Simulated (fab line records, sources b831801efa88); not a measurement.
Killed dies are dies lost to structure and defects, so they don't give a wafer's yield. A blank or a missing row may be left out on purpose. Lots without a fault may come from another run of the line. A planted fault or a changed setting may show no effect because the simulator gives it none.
Which tool did it? | flow gf180mcu | 11 lots, 33 wafers sampled, at 3 steps of a route of 602

WHAT THE GAUGES READ, wafer by wafer
GF_HV_LDD_RS_MEAS_53: measures by four-point-probe.
lot  | measured     | on            | HV_LDD_RS (ohm/sq)
L198 | day 12 16:55 | film_metro-02 | 418.2 418.1 418.8
L202 | day 13 14:50 | film_metro-02 | 417.3 417.5 419.1
L201 | day 13 19:31 | film_metro-04 | 419.8 419.8 421.3
L203 | day 14 05:47 | film_metro-02 | 417.6 418.2 417.5
L209 | day 16 12:06 | film_metro-02 | 419.1 419.3 418.4
L210 | day 17 03:13 | film_metro-01 | 440.4 439.6 441.2 440.1 439.9 440.4
L212 | day 17 17:59 | film_metro-04 | 419.3 419.5 419.1
L211 | day 17 20:49 | film_metro-04 | 441.4 440.4 440.3 441.4 440.1 441.0
L217 | day 18 18:59 | film_metro-01 | 418.8 419.5 418.9
L220 | day 19 18:03 | film_metro-01 | 416.8 418.0 418.2
L221 | day 19 20:17 | film_metro-01 | 418.4 418.9 417.6

WHICH TOOL RAN EACH LOT (tool, then ch and the chambers of the sampled wafers, then the start)
lot  | GF_HV_LDD_IMPLANT_09            | GF_HV_LDD_STRIP_22
L198 | implanter-04 ch 0, day 10 07:28 | plasma_asher-03 ch 0,1, day 11 01:29
L202 | implanter-04 ch 0, day 11 03:36 | plasma_asher-01 ch 0,1, day 11 22:48
L201 | implanter-04 ch 0, day 11 07:10 | plasma_asher-04 ch 0, day 12 02:52
L203 | implanter-03 ch 0, day 11 18:02 | plasma_asher-03 ch 0,1, day 12 13:15
L209 | implanter-01 ch 0, day 13 18:47 | plasma_asher-01 ch 0,1, day 14 15:41
L210 | implanter-04 ch 0, day 14 08:19 | plasma_asher-03 ch 0,1, day 15 05:44
L212 | implanter-03 ch 0, day 14 22:09 | plasma_asher-03 ch 0,1, day 15 19:37
L211 | implanter-04 ch 0, day 15 00:47 | plasma_asher-01 ch 0,1, day 15 23:28
L217 | implanter-03 ch 0, day 15 21:28 | plasma_asher-01 ch 0,1, day 16 19:28
L220 | implanter-01 ch 0, day 16 17:07 | plasma_asher-03 ch 0,1, day 17 16:47
L221 | implanter-03 ch 0, day 16 20:34 | plasma_asher-01 ch 0,1, day 17 20:16
- GF_HV_LDD_IMPLANT_09
- GF_HV_LDD_STRIP_22: strips in O2/N2.

THE ANSWER, worked out from the rows above alone
Rule: what is usual is taken from the lots themselves. Put in order of their means at a reading, lots are off if they are a third of the lots or fewer, leave a main group of 4 or more, and stand apart from it by a gap of 3 or more times the standard deviation of the main group's means; of several such gaps the widest counts. A main group whose means are all the same, to the digits that the tables above print for the reading, isn't used. A lot without any number at a reading at which 4 lots or more have one is off too. The other lots that the step has rows for count as sound.
Off: L210, L211, at GF_HV_LDD_RS_MEAS_53 (HV_LDD_RS). The main group: mean 418.6 ohm/sq, standard deviation 0.8.
A tool fits if, at a process step before that reading, it ran every lot that is off, and no sound lot after the first of them. The gauges at GF_HV_LDD_RS_MEAS_53 are tried like those tools. One fits: implanter-04 at GF_HV_LDD_IMPLANT_09. Its last sound lot is L201 (day 11 07:10), its first lot that is off L210 (day 14 08:19): a fault that began between those two fits.

WHAT THE SIMULATOR HAD PUT IN
Process parameter drift: implanter-04, from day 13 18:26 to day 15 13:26, at GF_HV_LDD_IMPLANT_09. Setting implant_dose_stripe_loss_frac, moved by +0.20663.
Lots struck among those shown: L210, L211. The rule above found the same.
